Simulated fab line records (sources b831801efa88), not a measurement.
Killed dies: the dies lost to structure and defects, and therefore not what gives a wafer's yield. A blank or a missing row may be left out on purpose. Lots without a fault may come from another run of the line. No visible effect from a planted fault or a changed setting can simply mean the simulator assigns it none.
fab line records    flow sky130
[record] lots = 6  wafers = 18  lastDay = 50
route steps=708 shown NWELL@69
lots that met no fault: taken from a fault-free run of the same line
startH: start of the lot's first displayed wafer, in hours after the record's first day    waitH: hours from the lot's prior step to this one    " the same as in the row above    L1.1+2: a single row standing in for several wafers    - no value present, or no start provided    * or withheld: withheld    < > ~ a bound
route shown NAME@n: names a module that has steps shown in the file, with the first one's number in the route    usual: average and standard deviation across the fault-free wafers    same: alike in all rows    chamber/n: place in a boat    sites: each site's reading    _std_site: how widely they spread, as a standard deviation    _edge_site: outer sites' mean less inner sites'    radiusMm: for every site, how far away it sits from the centre of the wafer    mask NAME#n: copy n    behind: the tool/chamber that last shaped the wafer    hold: why the lot was held/for how many hours/how that ended    device: names the non-switching transistor (n, p or np)    end of line: tests of these same wafers at the route's end    step lacking rows: just its recipe    killed: the dies lost at the first sort to structure and to defects; this is not the yield of the wafer    map: shows each die of a wafer: x if killed, . if not, _ if none is there
set.NAME: the setting the step ran with; set.NAME@STEP: the setting that earlier step ran with    model.NAME: the simulator's own value behind a step, which no gauge read
certain route steps with their lots: each step a table, each wafer a row
services: from which hour (startH, from the record's first day; less than 0 if before it) a tool's chamber was out of use, for how many hours, and why
[[steps]]
[step SKY_NWELL_DEHYDRATE_16]
[recipe] tempC = 200  timeS = 60
[step SKY_NWELL_HMDS_17]
[recipe] primeTimeS = 60  primeTempC = 120
[step SKY_NWELL_COAT_18]
[recipe] spinRpm = 2000  resistThkNm = 3000
[step SKY_NWELL_SOFTBAKE_19]
[recipe] tempC = 110  timeS = withheld
[step SKY_NWELL_EXPOSE_20]
[recipe] maskId = NWM_COMPLEMENT  na = 0.6  sourceShape = conventional  sigmaOuter = 0.6  polarization = unpolarized  targetCdNm = 840  doseMj = 260
[step SKY_NWELL_PEB_21]
[recipe] tempC = 115  timeS = withheld
[step SKY_NWELL_DEVELOP_22]
[recipe] wallAngleDeg = 90  developer = TMAH  developTimeS = 60  devTempC = 23
[step SKY_NWELL_OVL_MEAS_23]
[usual] NWELL_01_OVL = -0.6/1.4
lot.wafer  tool        chamber  startH  waitH  NWELL_01_OVL[nm]
L889.2     overlay-01  -        117.22  -      0.1
L889.5     "           -        "       "      1.1
L889.6     "           -        "       "      -0.5
L896.1     overlay-01  -        167.46  -      0.2
L896.4     "           -        "       "      -0.8
L896.5     "           -        "       "      0.3
L899.1     overlay-01  -        180.16  -      -2.2
L899.2     "           -        "       "      1.1
L899.5     "           -        "       "      -1.2
L904.1     overlay-01  -        214.41  -      -0.2
L904.4     "           -        "       "      0.4
L904.5     "           -        "       "      0.1
L905.2     overlay-02  -        221.01  -      -1.4
L905.5     "           -        "       "      -0.2
L905.6     "           -        "       "      -1.5
L909.1     overlay-01  -        243.51  -      -2.0
L909.4     "           -        "       "      -1.0
L909.5     "           -        "       "      -1.7
[step SKY_NWELL_IMPLANT_24]
[recipe] species = B  energyKev = 140  doseCm2 = 9.2e+12  tiltDeg = withheld
[step SKY_NWELL_STRIP_25]
[recipe] chemistry = O2/N2  powerW = 1400  pressureMtorr = 1500  platenTempC = withheld  o2FlowSccm = 3000  n2FlowSccm = 300  overashFraction = 0.5
[usual] drypumpMotorCurrentA = 5.6/0.42  oesProductAu = 0.723/0.0051  stripTimeToEndpointS = 36.90/0.1
lot.wafer  tool            chamber  startH  waitH  drypumpMotorCurrentA  oesProductAu  rfHoursCounterH  stripTimeToEndpointS
L889.2     plasmaAsher-03  1        117.44  0.1    5.5                   0.723         29               37.01
L889.5     "               1        "       "      5.5                   0.721         -                37.11
L889.6     "               0        "       "      6.1                   0.729         -                37.05
L896.1     plasmaAsher-03  0        167.65  0.1    6.0                   0.728         35               37.01
L896.4     "               1        "       "      5.6                   0.727         -                37.09
L896.5     "               0        "       "      6.1                   0.732         -                37.06
L899.1     plasmaAsher-04  0        180.35  0.1    5.2                   0.722         7                36.99
L899.2     "               1        "       "      4.7                   0.725         7                36.92
L899.5     "               0        "       "      5.3                   0.720         -                36.93
L904.1     plasmaAsher-03  0        214.60  0.1    6.1                   0.727         40               36.74
L904.4     "               1        "       "      5.5                   0.724         -                36.84
L904.5     "               0        "       "      6.1                   0.714         -                36.75
L905.2     plasmaAsher-01  0        221.19  0.1    5.4                   0.716         50               36.68
L905.5     "               1        "       "      6.0                   0.728         -                36.74
L905.6     "               0        "       "      5.4                   0.720         -                36.89
L909.1     plasmaAsher-01  0        243.70  0.1    5.4                   0.724         52               36.78
L909.4     "               1        "       "      6.0                   0.729         -                37.00
L909.5     "               0        "       "      5.4                   0.727         -                36.95
[step SKY_NWELL_TW_MEAS_26]
[usual] NWELL_2_TW = 494/3.1
lot.wafer  tool          chamber  startH  waitH  NWELL_2_TW
L889.2     filmMetro-04  -        117.55  0.1    494
L889.5     "             -        "       "      492
L889.6     "             -        "       "      495
L896.1     filmMetro-04  -        167.75  0.1    490
L896.4     "             -        "       "      489
L896.5     "             -        "       "      489
L899.1     filmMetro-01  -        180.45  0.1    490
L899.2     "             -        "       "      496
L899.5     "             -        "       "      496
L904.1     filmMetro-01  -        214.70  0.1    490
L904.4     "             -        "       "      491
L904.5     "             -        "       "      491
L905.2     filmMetro-01  -        221.30  0.1    497
L905.5     "             -        "       "      495
L905.6     "             -        "       "      495
L909.1     filmMetro-01  -        243.80  0.1    494
L909.4     "             -        "       "      497
L909.5     "             -        "       "      494
[step SKY_NWELL_CLEAN_27]
[recipe] chemistry = SC1/SC2  mix = 1:4:20  tempC = 70  timeS = 150  dry = n2Spin
[step SKY_NWELL_RTA_28]
[recipe] tempC = 1050  timeS = 30  idleTempC = 650  rampUpCPerS = 150  rampDownCPerS = 90  ambient = N2
[usual] annealTempCMax = 1053.9/0.83  chamberO2Ppm = 2.006/0.021  lampPowerPct = 25.31/0.052  timeS = 30/0  wafer_temp_C_max = 1054.8/0.88
lot.wafer  tool          chamber  startH  waitH  annealTempCMax  chamberO2Ppm  lampPowerPct  timeS  wafer_temp_C_max
L889.2     rtpAnneal-01  0        117.67  0.0    1055.0          2.008         25.39         30     1055.1
L889.5     "             0        "       "      1055.4          2.016         25.24         30     1054.3
L889.6     "             0        "       "      1053.6          2.030         25.30         30     1055.0
L896.1     rtpAnneal-01  0        167.86  0.0    1053.4          2.006         25.37         30     1054.3
L896.4     "             0        "       "      1052.3          1.981         25.33         30     1054.9
L896.5     "             0        "       "      1052.7          2.003         25.25         30     1055.0
L899.1     rtpAnneal-02  0        180.56  0.0    1053.4          2.003         25.32         30     1053.8
L899.2     "             0        "       "      1052.7          2.013         25.25         30     1055.1
L899.5     "             0        "       "      1053.6          2.044         25.33         30     1054.0
L904.1     rtpAnneal-02  -        214.81  0.0    -               -             -             -      -
L904.4     "             -        "       "      -               -             -             -      -
L904.5     "             -        "       "      -               -             -             -      -
L905.2     rtpAnneal-01  -        221.42  0.0    -               -             -             -      -
L905.5     "             -        "       "      -               -             -             -      -
L905.6     "             -        "       "      -               -             -             -      -
L909.1     rtpAnneal-02  0        243.96  0.0    1054.0          2.010         25.25         30     1054.4
L909.4     "             0        "       "      1055.3          1.992         25.29         30     1053.3
L909.5     "             0        "       "      1053.8          1.952         25.40         30     1055.5
[step SKY_NWELL_RS_MEAS_29]
[recipe] thkMeasGauge = four-point-probe
[usual] NWELL_RS = 624.2/1.9
lot.wafer  tool          chamber  startH  waitH  NWELL_RS[ohm/sq]
L889.2     filmMetro-01  -        117.77  0.1    623.5
L889.5     "             -        "       "      622.5
L889.6     "             -        "       "      622.5
L896.1     filmMetro-02  -        167.96  0.1    624.0
L896.4     "             -        "       "      624.5
L896.5     "             -        "       "      623.6
L899.1     filmMetro-01  -        180.66  0.1    625.8
L899.2     "             -        "       "      627.1
L899.5     "             -        "       "      626.1
L904.1     filmMetro-04  -        214.91  0.1    132.9
L904.4     "             -        "       "      132.8
L904.5     "             -        "       "      132.6
L905.2     filmMetro-01  -        221.52  0.1    132.7
L905.5     "             -        "       "      132.6
L905.6     "             -        "       "      132.9
L909.1     filmMetro-02  -        244.06  0.1    623.8
L909.4     "             -        "       "      624.7
L909.5     "             -        "       "      627.1
[[services]]
tool            chamber  startH  hours  kind
plasmaAsher-04  -        108.75  9.0    pm
plasmaAsher-04  0        108.75  9.0    ventCycle
plasmaAsher-04  1        108.75  9.0    ventCycle
plasmaAsher-04  -        117.11  0.5    repair
plasmaAsher-04  0        117.75  -      clean
plasmaAsher-04  1        117.75  -      clean
rtpAnneal-02    -        132.18  3.6    pm
plasmaAsher-01  -        164.04  0.8    repair
[[key]]
[firstSign] step = SKY_NWELL_RTA_28  reading = toolRecord  direction = missing
[effect] step = SKY_NWELL_RS_MEAS_29  reading = NWELL_RS  direction = down  sigmas = 99+  usual = 624.2  struck = 132.7
metAt SKY_NWELL_RTA_28
struckWafers L904.1,L904.4,L904.5,L905.2,L905.5,L905.6
laterRowsLeftOut L904.1,L904.4,L904.5,L905.2,L905.5,L905.6
sortLeftOut L904.1,L904.4,L904.5,L905.2,L905.5,L905.6
testerLeftOut L904,L905
onsetBetween 180.56 214.81
[fault] kind = skippedStepWhole  tool = rtpAnneal-01,rtpAnneal-02  chamber = -  onsetH = 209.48  steps = SKY_NWELL_RTA_28  scope = struckLotsOnly
// testerLeftOut: of these lots the tester's yield and bins aren't shown, on N5 and GAA mostly nor the transistor test; their killed dies are dies lost to structure and defects alone, not to doping, threshold or leakage, so they don't give the yield
// sortLeftOut: the simulated sort isn't trusted on such a fault, so these wafers' sort isn't shown, and their yield isn't known
// laterRowsLeftOut: the simulator's readings of these wafers behind a module that went badly wrong aren't trusted and aren't shown, but for the sort
